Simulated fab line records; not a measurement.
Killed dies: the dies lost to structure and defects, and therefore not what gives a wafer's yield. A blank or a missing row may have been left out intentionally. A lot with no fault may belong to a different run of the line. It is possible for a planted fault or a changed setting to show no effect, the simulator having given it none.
Code-filled problem report in 8D (eight disciplines) form || flow sky130 || the parts of the form that need people (team, actions taken, sign-off) are left out

== 1. THE PROBLEM ==
Mean of runLengthS at SKY_GATE_OXIDE_CLEAN_15: 212 s across 6 wafers in 2 lots; on wafers with no fault it is 178 s (standard deviation 3.2). That puts it +10 standard deviations away from the usual mean.
The step: cleans in SC1/SC2, time 150 s.
The first sign was on wafer L842.1 at day 18 01:17, on wetBench-04. The record holds 42 wafers of 14 lots with a number at this step. Rule for "out" (also "out of limits"): further than 4 standard deviations from the usual mean. The other wafers with a number count as sound.

== 2. WHAT IT IS, WHAT IT ISN'T ==
{"question": "which readings at this step", "is": "runLengthS", "is not": "bathGuardTempC, bathHeatDutyPct"}
{"question": "which lots", "is": "L842, L844", "is not": "L830, L831, L832, L834, L836, L838, L840, L841, L843, L851, L852, L853"}
{"question": "which wafers of those lots", "is": "all that have a number", "is not": "-"}
{"question": "read on which tools", "is": "wetBench-04", "is not": "wetBench-01, wetBench-02"}
{"question": "when", "is": "from day 18 01:17", "is not": "up to then (24 sound wafers); but 12 sound wafers of L843, L851, L852, L853 came after"}

== 3. SUSPECTS, AND WHAT RULES EACH OUT ==
Counting: a tool at a process step up to the reading stays a suspect if it ran every lot that is out and no sound lot after the first of them.
- wetBench-04 at SKY_GATE_OXIDE_CLEAN_15 (cleans in SC1/SC2, time 150 s): kept. All lots that are out passed through it, beginning with L842 at day 18 01:17, and no sound lot followed; its final sound lot before that point was L838 at day 16 10:53. Its own readings are out on those wafers: runLengthS.
Left after counting: wetBench-04 at SKY_GATE_OXIDE_CLEAN_15.

== 4. THE CAUSE (what the simulator had put in) ==
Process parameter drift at SKY_GATE_OXIDE_CLEAN_15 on wetBench-04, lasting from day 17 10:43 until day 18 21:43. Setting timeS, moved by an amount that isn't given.
After counting, this tool was the only one left.

== 5. THE CHAIN OF EFFECTS, in route order ==
Rows list readings where the struck wafers' mean (over those with a number) sits beyond 3 standard deviations from the usual. Scope: only readings with a usual standard deviation given in the record; hours: median across lots of the time from each lot's start at the first step in this table that gives one to its start at this step; sigmas: change in usual standard deviations.
{"hours": 0, "step": "SKY_GATE_OXIDE_CLEAN_15", "reading": "runLengthS", "usual": "178 s", "on struck wafers": 212, "change": "+34", "sigmas": "+10"}
Process steps it contains:
- SKY_GATE_OXIDE_CLEAN_15: cleans in SC1/SC2, time 150 s.

== 6. WHAT WOULD HAVE CAUGHT IT SOONER ==
The fault began at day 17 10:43; the first out-of-limits reading in this record came at day 18 01:17, 15 hours later.
